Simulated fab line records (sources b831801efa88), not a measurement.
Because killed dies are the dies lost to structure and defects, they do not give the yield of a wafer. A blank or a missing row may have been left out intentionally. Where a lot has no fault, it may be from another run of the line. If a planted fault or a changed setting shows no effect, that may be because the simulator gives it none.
Chamber matching | flow sky130 | SKY_FIELD_ISO_CMP_27 on cmp-01 has 4 sister chambers
The step polishes, stops on Si3N4, t overpolish 16 s, target thk 457.8 nm. 16 wafers are shown with their chamber, then 8 later ones without.

## WAFERS PAIRED WITH THEIR CHAMBERS
wafer  | chamber | motor current A (A) | time to endpoint s (s) | slurry flow ml min
L832.1 | 2       | 11.0                | 106                    | 150.4
L832.3 | 0       | 14.8                | 110                    | 149.3
L832.4 | 1       | 12.0                | 101                    | 149.9
L834.2 | 2       | 11.4                | 107                    | 150.3
L834.3 | 1       | 13.0                | 103                    | 149.8
L834.4 | 0       | 14.6                | 111                    | 149.9
L836.3 | 3       | 10.5                | 109                    | 149.8
L836.4 | 1       | 13.5                | 96                     | 149.4
L836.5 | 3       | 9.9                 | 113                    | 149.9
L839.3 | 3       | 9.4                 | 118                    | 149.2
L839.4 | 0       | 14.5                | 117                    | 150.2
L839.6 | 3       | 10.1                | 113                    | 149.7
L841.1 | 3       | 9.8                 | 114                    | 150.2
L841.3 | 2       | 11.4                | 108                    | 150.5
L841.6 | 3       | 10.3                | 114                    | 149.7
L848.1 | 2       | 11.1                | 108                    | 150.4

SIGNATURES (averages over the wafers above)
reading            | chamber 0 | chamber 1 | chamber 2 | chamber 3 | scatter within a chamber
motor current A    | 14.633    | 12.833    | 11.225    | 10.000    | 0.418
time to endpoint s | 112.67    | 100.00    | 107.25    | 113.50    | 2.87
slurry flow ml min | 149.800   | 149.700   | 150.400   | 149.750   | 0.305
Rule: a wafer lies at a distance from a chamber equal to the root of the sum of squares, over the readings, of (its reading less the chamber's mean, divided by the reading's scatter). If the next closest chamber is less than 2 further off than the closest, the wafer can't be placed; otherwise it belongs to the closest. How the scatter is found: for the shown wafers, subtract from each reading the mean of its chamber, square and add these, divide the total by (wafers less chambers), then take the root.

## WAFERS WHOSE CHAMBER IS MISSING
wafer  | motor current A (A) | time to endpoint s (s) | slurry flow ml min
L848.4 | 13.2                | 99                     | 150.0
L848.6 | 10.2                | 111                    | 151.1
L850.2 | 13.0                | 104                    | 150.1
L850.3 | 10.0                | 114                    | 149.7
L850.5 | 9.9                 | 119                    | 149.7
L853.2 | 11.4                | 103                    | 149.3
L853.3 | 9.7                 | 114                    | 149.6
L853.5 | 11.0                | 112                    | 149.9

## WHICH CHAMBER EACH WENT THROUGH
wafer  | from the rows above          | in truth
L848.4 | 1                            | 1
L848.6 | can't be placed: 2 or 3      | 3
L850.2 | 1                            | 1
L850.3 | 3                            | 3
L850.5 | 3                            | 3
L853.2 | can't be placed: 1 or 2 or 3 | 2
L853.3 | 3                            | 3
L853.5 | can't be placed: 2 or 3      | 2
Correctly placed: 5 of 8. From these rows, 3 cannot be placed; in 3 the true chamber is one of the candidates. Placed wrongly: 0.
